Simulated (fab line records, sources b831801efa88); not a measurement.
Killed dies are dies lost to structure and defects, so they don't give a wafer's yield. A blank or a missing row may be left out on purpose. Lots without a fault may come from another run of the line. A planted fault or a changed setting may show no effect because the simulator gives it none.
Split-lot experiment | flow sfq_line | 5 lots, 23 wafers read, on a route of 325 steps

THE SPLIT
At SFQ_TRILAYER_JJ_CE_LITHO_COAT_114 (resist thk 600 nm), the setting resist_thk_nm was moved away from the recipe's 600 nm on 7 of the 23 wafers read, by +1.8% to +4.7%. The other wafers ran this setting at the recipe's value.

The reading is taken at the split's own step.

THE READING
KrF_of_TRILAYER_JJ_CE_LITHO_COAT_114.thk_nm (the simulator's own value, which no gauge read), in nm, at SFQ_TRILAYER_JJ_CE_LITHO_COAT_114 (resist thk 600 nm). The file gives no usual value for it. The 16 wafers here that ran the recipe average 600.1 nm, standard deviation 1.7 nm.

wafer  | tool, chamber at the split | resist_thk_nm as run, nm | against the recipe | KrF_of_TRILAYER_JJ_CE_LITHO_COAT_114.thk_nm, nm | against lot-mates on the recipe
L074.1 | litho_track-03, 0          | 600                      | recipe             | 598.6                                           | -
L074.2 | litho_track-03, 0          | 600                      | recipe             | 599.3                                           | -
L074.3 | litho_track-03, 0          | 600                      | recipe             | 598.7                                           | -
L074.5 | litho_track-03, 0          | 600                      | recipe             | 598.8                                           | -
L074.6 | litho_track-03, 0          | 600                      | recipe             | 599.5                                           | -
L078.1 | litho_track-04, 0          | 600                      | recipe             | 602.7                                           | -
L078.3 | litho_track-04, 0          | 610.6                    | +1.8%              | 611.9                                           | +9.4
L078.4 | litho_track-04, 0          | 610.6                    | +1.8%              | 612.8                                           | +10.3
L078.5 | litho_track-04, 0          | 600                      | recipe             | 602.6                                           | -
L078.6 | litho_track-04, 0          | 600                      | recipe             | 602.3                                           | -
L079.1 | litho_track-03, 0          | 600                      | recipe             | 599.5                                           | -
L079.2 | litho_track-03, 0          | 600                      | recipe             | 599.4                                           | -
L079.4 | litho_track-03, 0          | 600                      | recipe             | 598.4                                           | -
L082.1 | litho_track-04, 0          | 628                      | +4.7%              | 631.1                                           | +29.2
L082.2 | litho_track-04, 0          | 600                      | recipe             | 601.3                                           | -
L082.3 | litho_track-04, 0          | 600                      | recipe             | 601.6                                           | -
L082.5 | litho_track-04, 0          | 628                      | +4.7%              | 629.1                                           | +27.2
L082.6 | litho_track-04, 0          | 600                      | recipe             | 602.7                                           | -
L083.1 | litho_track-01, 0          | 610.7                    | +1.8%              | 609.2                                           | +11.0
L083.2 | litho_track-01, 0          | 600                      | recipe             | 597.5                                           | -
L083.4 | litho_track-01, 0          | 610.7                    | +1.8%              | 608.3                                           | +10.1
L083.5 | litho_track-01, 0          | 600                      | recipe             | 598.9                                           | -
L083.6 | litho_track-01, 0          | 610.7                    | +1.8%              | 609.5                                           | +11.3

THE FIT
A straight line over all 23 wafers: KrF_of_TRILAYER_JJ_CE_LITHO_COAT_114.thk_nm changes by +6.29 nm for each +1% of resist_thk_nm; r = +0.98; the points scatter about the line by 1.8 nm.
The same after taking each lot's own level away (the mean of its wafers on the recipe; 23 wafers): +6.01 nm for each +1%; r = +1.00; scatter 0.62 nm.
On that fit, the largest move of resist_thk_nm shifts the reading by 28 nm.
The lots' own levels span 598.20 to 602.53 nm, that is 2.5 times the standard deviation above.
So the lot-to-lot level changes the slope little: the two slopes agree.
Check: with one of the wafers moved furthest among these (+4.7%) left out of the fit, the line predicts +27.3 nm for it against its lot-mates. It came out at +29.2 nm against them.

OTHER SPLITS ON THESE WAFERS
These wafers also went through other splits before the reading. Each is held against what the fit with the lots' levels taken away leaves over:
other split on the same wafers                          | wafers away from the commonest value | r with KrF_of_TRILAYER_JJ_CE_LITHO_COAT_114.thk_nm (lot level and that fit taken away)
SFQ_TRILAYER_M4_DEP_SPUTTER_091 power_w                 | 7                                    | +0.10
SFQ_TRILAYER_M4_LITHO_COAT_093 spin_rpm                 | 11                                   | -0.04
SFQ_TRILAYER_M4_BARC_OPEN_METAL_ETCH_123 pressure_mtorr | 10                                   | -0.21
SFQ_TRILAYER_I4_VIA_LITHO_COAT_108 resist_thk_nm        | 4                                    | +0.55
SFQ_TRILAYER_I4_VIA_BARC_OPEN_VIA_ETCH_146 time_s       | 11                                   | -0.18
SFQ_TRILAYER_JJ_TRILAYER_DEP_SPUTTER_110 time_s         | 6                                    | -0.07

THE FILE'S OWN FIT
KrF_of_TRILAYER_JJ_CE_LITHO_COAT_114.thk_nm changes by +5.99 nm for each +1% of resist_thk_nm, r = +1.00.
